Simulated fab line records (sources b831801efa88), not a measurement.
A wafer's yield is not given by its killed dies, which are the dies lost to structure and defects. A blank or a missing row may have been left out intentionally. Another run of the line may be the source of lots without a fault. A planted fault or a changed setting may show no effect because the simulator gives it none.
fab line records	flow sky130
record: lots: 13	wafers: 39	last_day: 49
route steps=708 shown SONOS_TUNNEL@167 METAL4@632 METAL5@661 PAD_OPEN@708
lots that met no fault: taken from a fault-free run of the same line
start_h: start of the lot's first displayed wafer, in hours after the record's first day	wait_h: hours since the lot's step before	" as in the row above	L1.1+2: a single row standing in for several wafers	- no value, or no start was given	* or withheld: withheld	< > ~ a bound
route shown NAME@n: names a module that has steps shown in the file, with the first one's number in the route	usual: average and standard deviation across the fault-free wafers	same: alike in all rows	chamber/n: place in a boat	sites: the reading at each site	_std_site: standard deviation of those values	_edge_site: mean of outer sites minus mean of inner sites	radius_mm: for every site, how far away it sits from the centre of the wafer	mask NAME#n: copy n	behind: the last tool/chamber to shape the wafer	hold: reason for holding the lot/hours on hold/outcome of the hold	device: the transistor (n, p or np) that didn't switch	end of line: the route-end tests of the same wafers	a step given without rows: its recipe and nothing more	killed: count of dies lost to structure and defects at first sort (not the wafer's yield)	map: per-die view of a wafer (x killed, . not killed, _ where there is no die)
set.NAME: setting as actually run; set.NAME@STEP: the setting as run at that earlier step	model.NAME: the simulator's own value behind a step, which no gauge read
one table for each step of the route and one row for each wafer, over a sample of lots
services: a tool's chamber out of use, with start hour (start_h, from the record's first day; less than 0 if before it), hours out, and reason
== steps ==
step: SKY_SONOS_TUNNEL_CLEAN_13
recipe: chemistry: dHF	time_s: 20	dilution: 100:1	dry: ipa_marangoni
lot.wafer	tool	chamber	start_h	wait_h
L406.2+4+5	wet_bench-02	1	249.53	0.0
L407.2+4+6	wet_bench-02	3	261.00	0.0
L410.1+5+6	wet_bench-03	1	282.20	0.1
L411.1+2+5	wet_bench-03	1	291.62	0.1
L412.1+4+5	wet_bench-02	3	300.16	0.1
L413.2+5+6	wet_bench-02	3	312.49	0.0
L414.3+4+5	wet_bench-04	0	314.73	0.0
L415.1+5+6	wet_bench-04	2	325.73	0.1
L416.3+4+5	wet_bench-04	2	330.38	0.0
L417.2+3+5	wet_bench-03	2	338.88	0.0
L419.2+4+5	wet_bench-04	2	353.91	0.0
L422.1+2+6	wet_bench-04	2	379.49	0.1
L423.2+4+6	wet_bench-04	0	385.50	0.0
step: SKY_METAL4_ETCH_16
recipe: chemistry: N2/H2	target: BARC	ion_energy_ev: 200	bias_w: 100	pressure_mtorr: 30	n2_flow_sccm: 100	h2_flow_sccm: 200	icp_w: 500	stop_on: SiO2	time_s: 88.2	target_depth_a: 600
usual: drypump_motor_current_A: 5.65/0.21	oes_product_au: 0.625/0.0041	throttle_valve_pct: 13.204/0.0091
lot.wafer	tool	chamber	start_h	wait_h	drypump_motor_current_A	oes_product_au	rf_hours_counter_h	throttle_valve_pct
L406.2	rie_metal-03	1	980.26	0.0	5.70	0.628	13	13.197
L406.4	"	1	"	"	5.67	0.632	-	13.209
L406.5	"	1	"	"	5.70	0.625	-	13.213
L407.2	rie_metal-03	1	995.66	0.0	5.69	0.632	14	13.193
L407.4	"	0	"	"	5.90	0.625	-	13.195
L407.6	"	1	"	"	5.68	0.622	-	13.196
L410.1	rie_metal-02	1	1017.69	0.0	5.48	0.628	18	13.214
L410.5	"	1	"	"	5.50	0.620	-	13.202
L410.6	"	0	"	"	5.47	0.624	-	13.196
L411.1	rie_metal-04	0	1021.67	0.0	5.45	0.624	11	13.205
L411.2	"	1	"	"	5.95	0.628	14	13.197
L411.5	"	0	"	"	5.40	0.619	-	13.205
L412.1	rie_metal-04	1	1029.79	0.0	5.94	0.629	14	13.210
L412.4	"	1	"	"	5.96	0.620	-	13.202
L412.5	"	1	"	"	5.97	0.625	-	13.203
L414.3	rie_metal-03	0	1038.26	0.1	5.95	0.621	-	13.196
L414.4	"	1	"	"	5.68	0.619	-	13.208
L414.5	"	0	"	"	5.91	0.629	-	13.210
L413.2	rie_metal-02	0	1039.57	0.0	5.45	0.624	10	13.212
L413.5	"	0	"	"	5.47	0.624	-	13.178
L413.6	"	1	"	"	5.48	0.621	-	13.220
L415.1	rie_metal-03	1	1049.36	0.0	5.68	0.630	17	13.209
L415.5	"	1	"	"	5.68	0.622	-	13.208
L415.6	"	0	"	"	5.90	0.632	-	13.193
L416.3	rie_metal-03	0	1056.63	0.0	5.93	0.628	-	13.205
L416.4	"	1	"	"	5.67	0.624	-	13.220
L416.5	"	0	"	"	5.91	0.627	-	13.212
L417.2	rie_metal-02	1	1057.52	0.0	5.46	0.631	21	13.200
L417.3	"	0	"	"	5.46	0.625	-	13.191
L417.5	"	0	"	"	5.48	0.630	-	13.203
L419.2	rie_metal-02	1	1070.70	0.0	5.44	0.629	22	13.212
L419.4	"	0	"	"	5.46	0.628	-	13.210
L419.5	"	0	"	"	5.46	0.628	-	13.195
L422.1	rie_metal-04	0	1089.85	0.0	5.35	0.629	17	13.210
L422.2	"	1	"	"	5.94	0.624	19	13.202
L422.6	"	0	"	"	5.40	0.634	-	13.202
L423.2	rie_metal-02	0	1097.40	0.0	5.46	0.624	14	13.186
L423.4	"	1	"	"	5.47	0.626	-	13.210
L423.6	"	1	"	"	5.48	0.623	-	13.200
step: SKY_METAL5_SPUTTER_00
recipe: material: Ti	target_thk_nm: 15	power_w: 3000	time_s: 10	chamber_pressure_pa: 0.4
usual: throttle_valve_pct: 30.2/0.55
lot.wafer	tool	chamber	start_h	wait_h	throttle_valve_pct
L406.2	pvd_sputter-04	-	1006.90	0.2	30.2
L406.4	"	-	"	"	30.3
L406.5	"	-	"	"	29.3
L407.2	pvd_sputter-02	-	1021.81	0.2	30.6
L407.4	"	-	"	"	31.0
L407.6	"	-	"	"	30.7
L410.1	pvd_sputter-02	-	1044.49	0.1	31.3
L410.5	"	-	"	"	30.3
L410.6	"	-	"	"	30.3
L411.1	pvd_sputter-04	-	1047.27	0.1	29.9
L411.2	"	-	"	"	30.2
L411.5	"	-	"	"	29.5
L412.1	pvd_sputter-04	-	1054.34	0.1	30.1
L412.4	"	-	"	"	30.0
L412.5	"	-	"	"	30.8
L414.3	pvd_sputter-02	-	1063.88	0.2	30.5
L414.4	"	-	"	"	30.0
L414.5	"	-	"	"	30.3
L413.2	pvd_sputter-02	-	1064.64	0.1	30.4
L413.5	"	-	"	"	30.7
L413.6	"	-	"	"	31.3
L415.1	pvd_sputter-04	-	1074.00	0.1	29.9
L415.5	"	-	"	"	30.0
L415.6	"	-	"	"	29.4
L416.3	pvd_sputter-03	-	1080.03	0.1	29.8
L416.4	"	-	"	"	29.0
L416.5	"	-	"	"	30.0
L417.2	pvd_sputter-04	-	1081.19	0.1	29.7
L417.3	"	-	"	"	30.2
L417.5	"	-	"	"	30.0
L419.2	pvd_sputter-02	-	1094.80	0.2	30.3
L419.4	"	-	"	"	30.2
L419.5	"	-	"	"	30.3
L422.1	pvd_sputter-02	-	1113.62	0.1	30.6
L422.2	"	-	"	"	31.3
L422.6	"	-	"	"	30.0
L423.2	pvd_sputter-03	-	1120.35	0.1	29.9
L423.4	"	-	"	"	29.9
L423.6	"	-	"	"	30.5
step: SKY_METAL5_STRIP_16
recipe: chemistry: O2/N2	power_w: 1400	pressure_mtorr: 1500	platen_temp_c: withheld	o2_flow_sccm: 3000	n2_flow_sccm: 300	overash_fraction: 0.5
usual: drypump_motor_current_A: 5.4/0.4	oes_product_au: 0.710/0.005	strip_time_to_endpoint_s: 13.04/0.099
lot.wafer	tool	chamber	start_h	wait_h	drypump_motor_current_A	oes_product_au	rf_hours_counter_h	strip_time_to_endpoint_s
L406.2	plasma_asher-03	0	1030.03	0.2	4.9	0.719	56	12.96
L406.4	"	0	"	"	4.9	0.715	-	13.00
L406.5	"	0	"	"	4.9	0.713	-	12.90
L407.2	plasma_asher-03	0	1044.98	0.2	4.9	0.713	58	13.01
L407.4	"	1	"	"	5.7	0.716	-	13.01
L407.6	"	0	"	"	4.9	0.712	-	13.06
L410.1	plasma_asher-02	1	1066.28	0.2	5.0	0.714	34	12.94
L410.5	"	1	"	"	5.0	0.710	-	13.02
L410.6	"	0	"	"	5.9	0.706	-	12.86
L411.1	plasma_asher-02	0	1069.13	0.2	5.9	0.717	34	12.97
L411.2	"	1	"	"	5.0	0.700	34	13.04
L411.5	"	1	"	"	5.0	0.712	-	12.98
L412.1	plasma_asher-02	0	1075.98	0.2	5.9	0.712	35	13.13
L412.4	"	0	"	"	5.9	0.712	-	13.05
L412.5	"	1	"	"	5.0	0.704	-	13.05
L414.3	plasma_asher-03	1	1085.17	0.1	5.7	0.715	-	13.22
L414.4	"	0	"	"	4.9	0.716	-	12.98
L414.5	"	1	"	"	5.7	0.707	-	13.06
L413.2	plasma_asher-02	1	1086.28	0.2	5.0	0.699	36	13.15
L413.5	"	1	"	"	5.0	0.702	-	13.08
L413.6	"	0	"	"	5.9	0.705	-	13.22
L415.1	plasma_asher-02	0	1095.03	0.2	5.9	0.709	38	13.10
L415.5	"	1	"	"	5.0	0.708	-	13.18
L415.6	"	0	"	"	5.8	0.717	-	13.10
L416.3	plasma_asher-02	0	1100.31	0.1	5.9	0.709	-	13.00
L416.4	"	1	"	"	5.0	0.714	-	12.91
L416.5	"	1	"	"	5.0	0.706	-	13.13
L417.2	plasma_asher-02	0	1102.13	0.2	5.8	0.702	39	12.93
L417.3	"	0	"	"	5.9	0.715	-	12.90
L417.5	"	0	"	"	5.8	0.719	-	12.87
L419.2	plasma_asher-02	1	1115.68	0.2	5.0	0.708	40	13.09
L419.4	"	1	"	"	5.0	0.707	-	12.98
L419.5	"	0	"	"	5.9	0.713	-	12.99
L422.1	plasma_asher-03	1	1134.50	0.4	5.7	0.713	67	13.03
L422.2	"	0	"	"	4.9	0.707	67	13.07
L422.6	"	0	"	"	4.9	0.705	-	13.08
L423.2	plasma_asher-01	0	1139.58	0.2	5.7	0.707	100	13.02
L423.4	"	1	"	"	5.6	0.703	-	13.13
L423.6	"	1	"	"	5.6	0.709	-	13.21
step: SKY_PAD_OPEN_PROBE_99
usual: killed_at_M0_to_M3: 43/7.2	killed_at_M4_up: 3.0/2	killed_at_contacts: 24/5.5	killed_at_front_end: 15/4.2	killed_at_other: 0.3/0.51	killed_dies: 85/10	killed_open: 46/7.3	killed_short: 38/6.4
same: gross_dies: 492	killed_at_back_side: 0
lot.wafer	tool	chamber	start_h	wait_h	killed_at_M0_to_M3	killed_at_M4_up	killed_at_contacts	killed_at_front_end	killed_at_other	killed_dies	killed_open	killed_short
L422.1	prober-01	-	1174.08	0.1	46	3	25	44	0	118	54	31
L422.2	prober-01	-	1174.13	0.1	32	3	15	54	0	104	40	31
L422.6	prober-01	-	1174.33	0.2	38	0	15	54	0	107	38	31
L423.2	prober-02	-	1178.98	0.1	46	1	13	66	1	127	38	36
L423.4	prober-02	-	1179.08	0.2	35	2	17	75	0	129	30	39
L423.6	prober-02	-	1179.18	0.2	36	4	19	67	0	126	35	33
killed by level:class
L422.1 SONOS_TUNNEL:unspecified=33 VIA1:geometric_particle:open=12 CONTACT:geometric_particle:open=8 VIA3:geometric_particle:open=8 LI_CONTACT:geometric_particle:open=7 VIA2:geometric_particle:short=7 VIA2:geometric_particle:open=7 CONTACT:geometric_particle:short=5
L422.2 SONOS_TUNNEL:unspecified=33 LI_CONTACT:geometric_particle:open=8 VIA2:geometric_particle:open=8 METAL2:geometric_particle:short=7 FIELD_ISO:geometric_particle:open=6 VIA1:geometric_particle:open=6 POLY_GATE:geometric_particle:short=5 POLY_GATE:geometric_particle:open=4
L422.6 SONOS_TUNNEL:unspecified=38 VIA1:geometric_particle:open=9 VIA2:geometric_particle:open=7 VIA3:geometric_particle:open=6 CONTACT:geometric_particle:open=6 METAL1:geometric_particle:short=5 FIELD_ISO:geometric_particle:short=4 FIELD_ISO:geometric_particle:open=4
L423.2 SONOS_TUNNEL:unspecified=53 VIA1:geometric_particle:open=7 VIA1:geometric_particle:short=7 VIA2:geometric_particle:open=6 CONTACT:geometric_particle:open=6 METAL2:geometric_particle:short=6 VIA3:geometric_particle:open=5 METAL1:geometric_particle:short=5
L423.4 SONOS_TUNNEL:unspecified=60 FIELD_ISO:geometric_particle:short=6 CONTACT:geometric_particle:short=6 CONTACT:geometric_particle:open=6 VIA3:geometric_particle:open=5 METAL2:geometric_particle:short=5 VIA2:geometric_particle:open=5 METAL1:geometric_particle:short=4
L423.6 SONOS_TUNNEL:unspecified=58 VIA2:geometric_particle:open=11 CONTACT:geometric_particle:open=8 CONTACT:geometric_particle:short=7 METAL2:geometric_particle:short=5 VIA3:geometric_particle:open=5 FIELD_ISO:geometric_particle:short=4 METAL3:geometric_particle:short=4
== services ==
tool	chamber	start_h	hours	kind
pvd_sputter-02	-	266.71	0.5	repair
pvd_sputter-04	-	277.66	0.9	repair
rie_metal-02	-	318.99	0.3	repair
pvd_sputter-02	-	378.92	6.6	repair
pvd_sputter-02	-	379.30	8.6	repair
rie_metal-02	1	388.24	19.3	repair
rie_metal-03	0	404.65	4.6	repair
plasma_asher-02	-	460.69	2.4	repair
pvd_sputter-02	-	469.19	4.8	repair
pvd_sputter-02	-	472.03	5.1	repair
rie_metal-02	-	473.43	2.8	pm
plasma_asher-02	-	478.60	1.2	repair
rie_metal-03	-	482.93	15.6	pm
rie_metal-03	0	500.56	5.9	repair
rie_metal-02	0	554.92	7.6	repair
rie_metal-02	0	570.83	3.9	repair
rie_metal-03	1	571.03	14.0	repair
rie_metal-03	-	578.83	0.3	repair
plasma_asher-02	-	578.95	2.8	pm
pvd_sputter-02	-	605.07	57.9	repair
rie_metal-02	0	650.97	2.6	repair
plasma_asher-02	-	733.75	9.0	pm
plasma_asher-02	-	843.14	2.1	repair
plasma_asher-02	-	881.66	1.8	repair
== key ==
first_sign: step: SKY_PAD_OPEN_PROBE_99	reading: killed_at_front_end	direction: up	sigmas: 11	usual: 15	struck: 60
effect: step: SKY_PAD_OPEN_PROBE_99	reading: killed_dies	direction: up	sigmas: 3.4	usual: 85	struck: 118
met_at SKY_SONOS_TUNNEL_CLEAN_13
struck_lots L422,L423
tester_left_out L422,L423
not_acting_at SKY_METAL4_ETCH_16,SKY_METAL5_SPUTTER_00,SKY_METAL5_STRIP_16
onset_between 353.91 379.49
also_fits time
fault: kind: chamber_particle_source	tool: wet_bench-04	chamber: -	onset_h: 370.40	steps: SKY_SONOS_TUNNEL_CLEAN_13	rate_per_visit_cm2: 1.1014	end_h: 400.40
tester_left_out: of these lots the tester's yield and bins aren't shown, on N5 and GAA mostly nor the transistor test; their killed dies are dies lost to structure and defects alone, not to doping, threshold or leakage, so they don't give the yield
